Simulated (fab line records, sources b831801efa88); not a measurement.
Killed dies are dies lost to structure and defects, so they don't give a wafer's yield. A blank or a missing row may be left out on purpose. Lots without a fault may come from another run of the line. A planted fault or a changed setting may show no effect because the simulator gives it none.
Which tool did it? | flow sky130 | 12 lots, 36 wafers sampled, at 1 step of a route of 708

WHAT THE GAUGES READ, wafer by wafer
SKY_VIA3_BOW_MEAS_03. Usual: VIA3_BOW 80 um, standard deviation 7.5.
lot  | measured     | on            | VIA3_BOW (um) | flag
L555 | day 38 22:47 | film_metro-01 | 76 90 65      |
L556 | day 39 13:07 | film_metro-04 | 81 81 69      |
L557 | day 39 18:23 | film_metro-03 | 87 86 83      |
L560 | day 40 09:11 | film_metro-01 | 77 69 73      |
L562 | day 40 23:37 | film_metro-04 | 78 72 81      |
L564 | day 41 23:17 | film_metro-01 | 84 76 79      |
L566 | day 42 07:11 | film_metro-03 | 92 85 99      |
L571 | day 43 20:22 | film_metro-01 | 80 76 70      |
L572 | day 44 01:25 | film_metro-01 | 80 64 67      |
L575 | day 44 16:36 | film_metro-03 | 72 84 77      |
L576 | day 44 20:23 | film_metro-03 | 74 74 86      |
L577 | day 45 15:36 | film_metro-03 | 74 64 69      |

WHICH TOOL RAN EACH LOT (tool, then ch and the chambers of the sampled wafers, then the start)
The record holds no process step before these readings.

WHAT THE TOOLS THEMSELVES READ (means of the sampled wafers that have a number; where no wafer has one, the mark that the record gives instead)
The record holds no such reading with a usual standard deviation.

THE ANSWER, worked out from the rows above alone
Rule: a lot is off if the mean of its wafers that have a number lies more than 3 standard deviations from the usual mean. A lot without any number at a reading at which 4 lots or more have one is off too. The other lots that the step has rows for count as sound. The gauges are gone through in route order, then the tools' own readings, and for those a lot's mean is taken as printed above. The first step at which some lot is off is used, and at that step the reading that is off furthest; a lot without a number counts as furthest.
No lot is off at any reading shown: from this, nothing can be told.

WHAT THE SIMULATOR HAD PUT IN
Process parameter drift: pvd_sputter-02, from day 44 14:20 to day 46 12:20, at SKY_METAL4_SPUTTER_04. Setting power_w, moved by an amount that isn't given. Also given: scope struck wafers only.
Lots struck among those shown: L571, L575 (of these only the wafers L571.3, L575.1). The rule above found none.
